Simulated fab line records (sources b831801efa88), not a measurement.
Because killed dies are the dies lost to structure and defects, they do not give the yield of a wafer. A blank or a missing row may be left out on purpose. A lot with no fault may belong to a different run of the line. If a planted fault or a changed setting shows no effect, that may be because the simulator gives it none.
Which of the tools did it? + flow sky130 + 10 lots, 30 wafers sampled, at 5 steps of a route of 708

## WHAT THE GAUGES READ, wafer by wafer
SKY_CAPM_RS_MEAS_03: the measuring method here is four-point-probe. Usual: CAPM_TIN_RS gives 6.92 ohm/sq (standard deviation 0.085).
| lot  | measured     | on            | CAPM_TIN_RS (ohm/sq)          | flag |
|------|--------------|---------------|-------------------------------|------|
| L963 | day 36 16:07 | film-metro-03 | 6.98 6.89 6.91                |      |
| L965 | day 37 10:01 | film-metro-03 | 6.89 6.87 6.83                |      |
| L966 | day 37 16:46 | film-metro-04 | 7.01 6.99 6.97                |      |
| L968 | day 37 20:55 | film-metro-01 | 7.00 6.94 7.01                |      |
| L971 | day 38 19:14 | film-metro-03 | 6.91 6.99 7.06                |      |
| L973 | day 39 12:21 | film-metro-04 | 6.96 7.07 6.98                |      |
| L974 | day 39 15:51 | film-metro-01 | 6.94 6.98 6.86                |      |
| L976 | day 40 10:10 | film-metro-01 | 6.86 6.86 6.89                |      |
| L979 | day 41 04:55 | film-metro-01 | 6.92 6.98 6.11 6.92 6.97 6.11 |      |
| L985 | day 42 20:10 | film-metro-01 | 6.83 6.84 6.81                |      |

SKY_CAPM_THK_MEAS_04: measures by xrf. Usual: CAPM_TIN_THK gives 196.1 nm (standard deviation 3).
| lot  | measured     | on            | CAPM_TIN_THK (nm)                   | flag |
|------|--------------|---------------|-------------------------------------|------|
| L963 | day 36 16:14 | film-metro-03 | 192.7 194.7 195.6                   |      |
| L965 | day 37 10:07 | film-metro-03 | 197.7 197.2 199.2                   |      |
| L966 | day 37 16:53 | film-metro-04 | 193.1 193.6 193.7                   |      |
| L968 | day 37 21:01 | film-metro-01 | 194.0 197.2 194.1                   |      |
| L971 | day 38 19:21 | film-metro-03 | 195.7 194.2 192.1                   |      |
| L973 | day 39 12:28 | film-metro-04 | 194.8 191.1 193.6                   |      |
| L974 | day 39 15:58 | film-metro-01 | 197.1 195.5 199.1                   |      |
| L976 | day 40 10:16 | film-metro-01 | 199.0 199.4 198.2                   |      |
| L979 | day 41 09:08 | film-metro-01 | 198.2 196.2 222.7 198.3 196.2 222.8 | OFF  |
| L985 | day 42 20:17 | film-metro-01 | 199.1 198.9 199.3                   |      |

## WHAT TOOL EACH LOT RAN ON (gives the tool, then ch and the chambers of the sampled wafers, and finally the start)
| lot  | SKY_VIA2_CVD_21               | SKY_METAL3_SPUTTER_02        | SKY_CAPM_SPUTTER_02          |
|------|-------------------------------|------------------------------|------------------------------|
| L963 | cvd-w-01 ch 0,1, day 36 15:07 | pvd-sputter-03, day 36 15:47 | pvd-sputter-01, day 36 15:59 |
| L965 | cvd-w-02 ch 0,1, day 37 09:04 | pvd-sputter-04, day 37 09:41 | pvd-sputter-02, day 37 09:53 |
| L966 | cvd-w-02 ch 0,1, day 37 15:47 | pvd-sputter-04, day 37 16:27 | pvd-sputter-02, day 37 16:38 |
| L968 | cvd-w-02 ch 0,1, day 37 19:56 | pvd-sputter-03, day 37 20:35 | pvd-sputter-01, day 37 20:47 |
| L971 | cvd-w-02 ch 0,1, day 38 18:17 | pvd-sputter-02, day 38 18:56 | pvd-sputter-01, day 38 19:07 |
| L973 | cvd-w-01 ch 1, day 39 11:23   | pvd-sputter-02, day 39 12:02 | pvd-sputter-01, day 39 12:14 |
| L974 | cvd-w-01 ch 0,1, day 39 14:54 | pvd-sputter-04, day 39 15:33 | pvd-sputter-01, day 39 15:44 |
| L976 | cvd-w-01 ch 0,1, day 40 09:13 | pvd-sputter-03, day 40 09:50 | pvd-sputter-04, day 40 10:01 |
| L979 | cvd-w-01 ch 0,1, day 41 03:41 | pvd-sputter-04, day 41 04:34 | pvd-sputter-01, day 41 04:49 |
| L985 | cvd-w-02 ch 0, day 42 19:05   | pvd-sputter-02, day 42 19:50 | pvd-sputter-04, day 42 20:01 |
- SKY_VIA2_CVD_21: deposits W, target thk 420 nm, time 126.4 s.
- SKY_METAL3_SPUTTER_02: material AlCu, target thk 735 nm, time 39.1 s.
- SKY_CAPM_SPUTTER_02: material TiN, target thk 200 nm, time 166.7 s.

## WHAT THE TOOLS THEMSELVES READ (means of the sampled wafers that have a number; where no wafer has one, the mark that the record gives instead)
SKY_VIA2_CVD_21. Usual: heater-power-w at 860 W, with a standard deviation of 45.
| lot  | tool     | heater-power-w (W) | flag |
|------|----------|--------------------|------|
| L963 | cvd-w-01 | 908                |      |
| L965 | cvd-w-02 | 871                |      |
| L966 | cvd-w-02 | 903                |      |
| L968 | cvd-w-02 | 897                |      |
| L971 | cvd-w-02 | 878                |      |
| L973 | cvd-w-01 | 854                |      |
| L974 | cvd-w-01 | 826                |      |
| L976 | cvd-w-01 | 824                |      |
| L979 | cvd-w-01 | 832                |      |
| L985 | cvd-w-02 | 869                |      |

SKY_METAL3_SPUTTER_02. Usual: throttle-valve-pct at 29.7 %, with a standard deviation of 0.96.
| lot  | tool           | throttle-valve-pct (%) | flag |
|------|----------------|------------------------|------|
| L963 | pvd-sputter-03 | 30.5                   |      |
| L965 | pvd-sputter-04 | 30.6                   |      |
| L966 | pvd-sputter-04 | 30.6                   |      |
| L968 | pvd-sputter-03 | 30.0                   |      |
| L971 | pvd-sputter-02 | 29.1                   |      |
| L973 | pvd-sputter-02 | 29.3                   |      |
| L974 | pvd-sputter-04 | 29.6                   |      |
| L976 | pvd-sputter-03 | 29.4                   |      |
| L979 | pvd-sputter-04 | 29.7                   |      |
| L985 | pvd-sputter-02 | 29.3                   |      |

SKY_CAPM_SPUTTER_02. Usual: throttle-valve-pct at 30.1 %, with a standard deviation of 1.1.
| lot  | tool           | throttle-valve-pct (%) | flag |
|------|----------------|------------------------|------|
| L963 | pvd-sputter-01 | 31.5                   |      |
| L965 | pvd-sputter-02 | 29.3                   |      |
| L966 | pvd-sputter-02 | 29.9                   |      |
| L968 | pvd-sputter-01 | 30.6                   |      |
| L971 | pvd-sputter-01 | 31.0                   |      |
| L973 | pvd-sputter-01 | 31.2                   |      |
| L974 | pvd-sputter-01 | 30.9                   |      |
| L976 | pvd-sputter-04 | 28.4                   |      |
| L979 | pvd-sputter-01 | 31.0                   |      |
| L985 | pvd-sputter-04 | 30.4                   |      |

## THE ANSWER, worked out from the rows above alone
Rule: take the mean of a lot's wafers that have a number; if it is more than 3 standard deviations from the usual mean, the lot is off. Also off: a lot with no number at a reading for which 4 or more lots have one. Any other lot the step has rows for is counted as sound. Order of review: gauges by route order, followed by the tools' own readings, for which a lot's mean as printed above is used. At the first step where some lot is off, the reading lying furthest off is the one used; lots without a number count as furthest.
Off: at SKY_CAPM_THK_MEAS_04 (CAPM_TIN_THK), L979.
If a tool, at a process step before that reading, ran all the lots that are off and no sound lot after the first of them, it fits. The gauges at SKY_CAPM_THK_MEAS_04 are tried like those tools. Can't be told from this: 3 tools fit, cvd-w-01 at SKY_VIA2_CVD_21, pvd-sputter-04 at SKY_METAL3_SPUTTER_02, pvd-sputter-01 at SKY_CAPM_SPUTTER_02.

## WHAT WAS PUT IN BY THE SIMULATOR
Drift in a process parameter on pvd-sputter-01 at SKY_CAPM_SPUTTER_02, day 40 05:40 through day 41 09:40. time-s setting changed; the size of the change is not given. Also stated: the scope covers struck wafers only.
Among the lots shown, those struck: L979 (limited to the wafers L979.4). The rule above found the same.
